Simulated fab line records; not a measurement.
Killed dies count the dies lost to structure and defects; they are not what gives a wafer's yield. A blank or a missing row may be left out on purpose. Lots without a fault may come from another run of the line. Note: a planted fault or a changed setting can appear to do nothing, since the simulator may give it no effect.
The tool behind it: which one? -- flow gf180mcu -- 6 lots with 18 wafers sampled at 4 steps, on a route of 602 steps

== WHAT EACH GAUGE READ, for each wafer ==
GF_V3_CD_MEAS_14: target cd 260 nm.
lot,measured,on,cd-nm (nm)
L377,day 23 07:16,cd-sem-02,262.2 261.7 262.2
L379,day 23 21:15,cd-sem-02,259.3 259.8 259.4
L381,day 24 09:04,cd-sem-01,260.8 260.1 260.0
L389,day 27 04:14,cd-sem-02,269.0 269.3 270.3
L392,day 28 01:33,cd-sem-02,260.9 258.7 259.8
L395,day 28 23:26,cd-sem-01,260.1 259.9 258.9

== EACH LOT AND THE TOOL THAT RAN IT (in order: tool; ch and the chambers of the sampled wafers; start) ==
lot,GF_M3_SPUTTER_01,GF_M3_STRIP_17,GF_V3_PEB_12
L377,"pvd-sputter-01, day 21 06:47","plasma-asher-02 ch 0,1, day 22 07:04","litho-track-01 ch 0, day 23 06:57"
L379,"pvd-sputter-03, day 21 22:03","plasma-asher-03 ch 0,1, day 22 21:47","litho-track-01 ch 0, day 23 20:54"
L381,"pvd-sputter-01, day 22 10:34","plasma-asher-01 ch 0,1, day 23 09:41","litho-track-04 ch 0, day 24 08:43"
L389,"pvd-sputter-03, day 25 09:39","plasma-asher-03 ch 0,1, day 26 06:38","litho-track-04 ch 0, day 27 03:55"
L392,"pvd-sputter-02, day 26 07:36","plasma-asher-02 ch 0,1, day 27 04:22","litho-track-03 ch 0, day 28 01:14"
L395,"pvd-sputter-03, day 27 06:19","plasma-asher-01 ch 1, day 28 03:17","litho-track-03 ch 0, day 28 23:05"
- GF_M3_SPUTTER_01: material TiN, target thk 30 nm, time 25 s.
- GF_M3_STRIP_17: strips in O2/N2.
- GF_V3_PEB_12: peb time 90 s.

== THE ANSWER, worked out from the rows above alone ==
Rule: usual is defined by the lots themselves. Put in order of their means at a reading, lots are off if they are a third of the lots or fewer, leave a main group of 4 or more, and stand apart from it by a gap of 3 or more times the standard deviation of the main group's means; of several such gaps the widest counts. A main group is skipped when, at the precision printed for the reading in the tables above, its means are all equal. A lot without any number at a reading at which 4 lots or more have one is off too. The other lots that the step has rows for count as sound.
Off: L389 (GF_V3_CD_MEAS_14, cd-nm). Mean 260.3 nm and standard deviation 0.93 in the main group.
A tool fits if, at a process step before that reading, it ran every lot that is off, and no sound lot after the first of them. The gauges at GF_V3_CD_MEAS_14 are tried like those tools. Can't be told from this: 2 tools fit, plasma-asher-03 at GF_M3_STRIP_17, litho-track-04 at GF_V3_PEB_12.

== WHAT THE SIMULATOR HAD INSERTED ==
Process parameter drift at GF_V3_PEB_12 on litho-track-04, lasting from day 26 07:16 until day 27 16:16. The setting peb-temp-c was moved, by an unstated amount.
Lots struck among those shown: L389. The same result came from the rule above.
